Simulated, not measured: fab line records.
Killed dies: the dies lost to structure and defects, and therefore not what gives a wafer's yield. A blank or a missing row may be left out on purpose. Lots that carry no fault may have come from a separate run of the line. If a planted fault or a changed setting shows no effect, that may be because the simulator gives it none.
Split-lot study -- flow sky130 -- on a route of 708 steps: 5 lots, 23 wafers read

## THE SPLIT ITSELF
At SKY_GATE_OXIDE_IMPLANT_11, the setting energy kev was moved away from the recipe's 10 on 8 of the 23 wafers read, by -5.7% to +4.7%. All remaining wafers had this setting at the recipe value.

Reading taken at the split's own step.

## THE READING
The simulator's own value implant.drp nm, read by no gauge, in nm at SKY_GATE_OXIDE_IMPLANT_11. The file gives no usual value for it.

wafer,"tool, chamber at the split",energy kev as run,against the recipe,"implant.drp nm, nm",against lot-mates on the recipe
L074.1,"implanter-04, 0",10,recipe,17.11,-
L074.4,"implanter-04, 0",10,recipe,17.11,-
L074.5,"implanter-04, 0",10,recipe,17.11,-
L078.1,"implanter-04, 0",10,recipe,17.11,-
L078.2,"implanter-04, 0",10,recipe,17.11,-
L078.5,"implanter-04, 0",10,recipe,17.11,-
L078.3,"implanter-04, 0",10.47,+4.7%,17.67,+0.56
L078.4,"implanter-04, 0",10.47,+4.7%,17.67,+0.56
L077.1,"implanter-02, 0",10.22,+2.2%,17.37,+0.26
L077.3,"implanter-02, 0",10.22,+2.2%,17.37,+0.26
L077.6,"implanter-02, 0",10.22,+2.2%,17.37,+0.26
L077.2,"implanter-02, 0",10,recipe,17.11,-
L077.4,"implanter-02, 0",10,recipe,17.11,-
L082.1,"implanter-03, 0",10,recipe,17.11,-
L082.2,"implanter-03, 0",10,recipe,17.11,-
L082.3,"implanter-03, 0",10,recipe,17.11,-
L082.4,"implanter-03, 0",10,recipe,17.11,-
L082.5,"implanter-03, 0",10,recipe,17.11,-
L083.1,"implanter-04, 0",9.433,-5.7%,16.43,-0.68
L083.2,"implanter-04, 0",9.433,-5.7%,16.43,-0.68
L083.5,"implanter-04, 0",9.433,-5.7%,16.43,-0.68
L083.4,"implanter-04, 0",10,recipe,17.11,-
L083.6,"implanter-04, 0",10,recipe,17.11,-

FIT RESULTS
A straight line over all 23 wafers: implant.drp nm changes by +0.12 nm for each +1% of energy kev; r = +1.00; the points scatter about the line by 0.0012 nm.
The same after taking each lot's own level away (the mean of its wafers on the recipe; 23 wafers): +0.12 nm for each +1%; r = +1.00; scatter 0.0012 nm.
On that fit, the largest move of energy kev shifts the reading by 0.68 nm.
The lots' own levels span 17.110 to 17.110 nm.
So the lot-to-lot level changes the slope little: the two slopes agree.
Check: for one of the wafers moved furthest among these (-5.7%), held out of the fit, the line's prediction against its lot-mates is -0.678 nm. It came out at -0.68 nm against them.

## ADDITIONAL SPLITS CARRIED BY THESE WAFERS
Other splits were also applied to these wafers ahead of the reading. Each is held against what the fit with the lots' levels taken away leaves over:
other split on the same wafers,wafers away from the commonest value,r with implant.drp nm (lot level and that fit taken away)
SKY_VT_ADJUST_NCORE_EXPOSE_04 dose mj,8,-0.34
SKY_VT_ADJUST_HVTR_COAT_02 spin rpm,10,-0.14
SKY_VT_ADJUST_HVTR_IMPLANT_09 dose cm2,8,+0.02
SKY_SONOS_ONO_CVD_04 pressure mtorr,18,-0.38
SKY_SONOS_ONO_EXPOSE_10 dose mj,8,-0.12
SKY_SONOS_ONO_WET_ETCH_18 time s,15,-0.35

## THE WHOLE CHAIN: every reading that the file lists as answering this split, in the file's order
step,what it does,reading,change (the file's fit),r (the file's)
SKY_GATE_OXIDE_IMPLANT_11,,"implant.rp nm (the simulator's own value, which no gauge read)",+0.293 nm for each +1% of the setting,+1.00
SKY_GATE_OXIDE_IMPLANT_11,,"implant.drp nm (the simulator's own value, which no gauge read)",+0.12 nm for each +1% of the setting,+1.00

## FILE'S OWN FIT
implant.drp nm changes by +0.12 nm for each +1% of energy kev, r = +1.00.
